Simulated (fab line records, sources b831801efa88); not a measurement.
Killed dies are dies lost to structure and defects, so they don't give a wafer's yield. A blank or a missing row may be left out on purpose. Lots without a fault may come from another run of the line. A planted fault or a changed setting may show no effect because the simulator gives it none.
Which tool did it? | flow sky130 | 14 lots, 42 wafers sampled, at 1 step of a route of 708

WHAT THE GAUGES READ, wafer by wafer
The record holds no reading of a measuring or inspecting step that can be judged against a usual standard deviation.

WHICH TOOL RAN EACH LOT (tool, then ch and the chambers of the sampled wafers, then the start)
lot  | SKY_GATE_OXIDE_IMPLANT_11
L770 | implanter-03 ch 0, day 13 11:07
L771 | implanter-02 ch 0, day 13 17:19
L772 | implanter-01 ch 0, day 14 05:37
L773 | implanter-01 ch 0, day 14 11:47
L775 | implanter-01 ch 0, day 15 05:37
L776 | implanter-01 ch 0, day 15 16:26
L777 | implanter-02 ch 0, day 15 19:50
L778 | implanter-01 ch 0, day 16 12:58
L779 | implanter-03 ch 0, day 17 23:29
L785 | implanter-01 ch 0, day 19 06:58
L786 | implanter-01 ch 0, day 19 19:26
L788 | implanter-03 ch 0, day 20 13:11
L790 | implanter-01 ch 0, day 21 01:38
L793 | implanter-01 ch 0, day 21 17:16
- SKY_GATE_OXIDE_IMPLANT_11

WHAT THE TOOLS THEMSELVES READ (means of the sampled wafers that have a number; where no wafer has one, the mark that the record gives instead)
SKY_GATE_OXIDE_IMPLANT_11. Usual: beam_energy_keV 9.9997, standard deviation 0.003; end_station_pressure_torr 5.01e-06 Torr, standard deviation 2.9e-07.
lot  | tool         | beam_energy_keV | end_station_pressure_torr (Torr) | flag
L770 | implanter-03 | 9.9974          | 4.78e-06                         |
L771 | implanter-02 | 9.9947          | 4.94e-06                         |
L772 | implanter-01 | 9.9959          | 4.97e-06                         |
L773 | implanter-01 | 9.9980          | 5.02e-06                         |
L775 | implanter-01 | 9.9965          | 5.12e-06                         |
L776 | implanter-01 | 10.8647         | 4.84e-06                         | OFF
L777 | implanter-02 | 9.9992          | 5.24e-06                         |
L778 | implanter-01 | 10.8703         | 4.98e-06                         | OFF
L779 | implanter-03 | 9.9981          | 4.75e-06                         |
L785 | implanter-01 | 10.0022         | 4.98e-06                         |
L786 | implanter-01 | 10.0008         | 5.03e-06                         |
L788 | implanter-03 | 10.0010         | 5.42e-06                         |
L790 | implanter-01 | 10.0010         | 5.13e-06                         |
L793 | implanter-01 | 10.0018         | 5.04e-06                         |

THE ANSWER, worked out from the rows above alone
Rule: a lot is off if the mean of its wafers that have a number lies more than 3 standard deviations from the usual mean. A lot without any number at a reading at which 4 lots or more have one is off too. The other lots that the step has rows for count as sound. The gauges are gone through in route order, then the tools' own readings, and for those a lot's mean is taken as printed above. The first step at which some lot is off is used, and at that step the reading that is off furthest; a lot without a number counts as furthest.
Off: L776, L778, at SKY_GATE_OXIDE_IMPLANT_11 (beam_energy_keV).
A tool fits if, at that step or a process step before it, it ran every lot that is off, and no sound lot after the first of them. None of those tried fits.

WHAT THE SIMULATOR HAD PUT IN
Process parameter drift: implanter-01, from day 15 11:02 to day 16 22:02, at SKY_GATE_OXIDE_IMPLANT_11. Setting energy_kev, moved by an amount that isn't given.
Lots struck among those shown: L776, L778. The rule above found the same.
